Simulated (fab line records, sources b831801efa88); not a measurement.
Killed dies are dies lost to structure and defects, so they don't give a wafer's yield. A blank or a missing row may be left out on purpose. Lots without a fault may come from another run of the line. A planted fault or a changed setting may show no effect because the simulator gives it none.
Split-lot experiment | flow gf180mcu | 5 lots, 23 wafers read, on a route of 602 steps

THE SPLIT
At GF_V5_SPUTTER_21 (material Ti, target thk 15 nm, time 80.02 s), the setting chamber_pressure_pa was moved away from the recipe's 5 Pa on 10 of the 23 wafers read, by -9.8% to +12.9%. The other wafers ran this setting at the recipe's value.

The reading is taken at the split's own step.

THE READING
Ti_of_V5_SPUTTER_21.thk_nm (the simulator's own value, which no gauge read), in nm, at GF_V5_SPUTTER_21 (material Ti, target thk 15 nm, time 80.02 s). The file gives no usual value for it. The 13 wafers here that ran the recipe average 14.94 nm, standard deviation 0.16 nm.

wafer  | tool, chamber at the split | chamber_pressure_pa as run, Pa | against the recipe | Ti_of_V5_SPUTTER_21.thk_nm, nm | against lot-mates on the recipe
L075.1 | pvd_sputter-03, -          | 4.508                          | -9.8%              | 16.58                          | no lot-mate on the recipe
L075.2 | pvd_sputter-03, -          | 4.508                          | -9.8%              | 16.43                          | no lot-mate on the recipe
L075.3 | pvd_sputter-03, -          | 4.508                          | -9.8%              | 16.23                          | no lot-mate on the recipe
L075.5 | pvd_sputter-03, -          | 4.508                          | -9.8%              | 16.17                          | no lot-mate on the recipe
L075.6 | pvd_sputter-03, -          | 4.508                          | -9.8%              | 16.42                          | no lot-mate on the recipe
L077.2 | pvd_sputter-02, -          | 5                              | recipe             | 14.71                          | -
L077.3 | pvd_sputter-02, -          | 5                              | recipe             | 14.94                          | -
L077.4 | pvd_sputter-02, -          | 5                              | recipe             | 14.69                          | -
L077.5 | pvd_sputter-02, -          | 5                              | recipe             | 14.9                           | -
L077.6 | pvd_sputter-02, -          | 5                              | recipe             | 14.66                          | -
L080.1 | pvd_sputter-01, -          | 5                              | recipe             | 14.95                          | -
L080.3 | pvd_sputter-01, -          | 5                              | recipe             | 15.08                          | -
L080.6 | pvd_sputter-01, -          | 5                              | recipe             | 14.96                          | -
L082.1 | pvd_sputter-03, -          | 5                              | recipe             | 15.1                           | -
L082.2 | pvd_sputter-03, -          | 5                              | recipe             | 14.91                          | -
L082.3 | pvd_sputter-03, -          | 5                              | recipe             | 15.12                          | -
L082.5 | pvd_sputter-03, -          | 5                              | recipe             | 15.15                          | -
L082.6 | pvd_sputter-03, -          | 5                              | recipe             | 15.09                          | -
L085.1 | pvd_sputter-02, -          | 5.647                          | +12.9%             | 13.25                          | no lot-mate on the recipe
L085.2 | pvd_sputter-02, -          | 5.647                          | +12.9%             | 13.58                          | no lot-mate on the recipe
L085.3 | pvd_sputter-02, -          | 5.647                          | +12.9%             | 13.39                          | no lot-mate on the recipe
L085.5 | pvd_sputter-02, -          | 5.647                          | +12.9%             | 13.39                          | no lot-mate on the recipe
L085.6 | pvd_sputter-02, -          | 5.647                          | +12.9%             | 13.36                          | no lot-mate on the recipe

THE FIT
A straight line over all 23 wafers: Ti_of_V5_SPUTTER_21.thk_nm changes by -0.13 nm for each +1% of chamber_pressure_pa; r = -0.99; the points scatter about the line by 0.17 nm.
Too few moved wafers have a lot-mate on the recipe to fit a line with each lot's own level taken away.

THE FILE'S OWN FIT
Ti_of_V5_SPUTTER_21.thk_nm changes by -0.13 nm for each +1% of chamber_pressure_pa, r = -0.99.
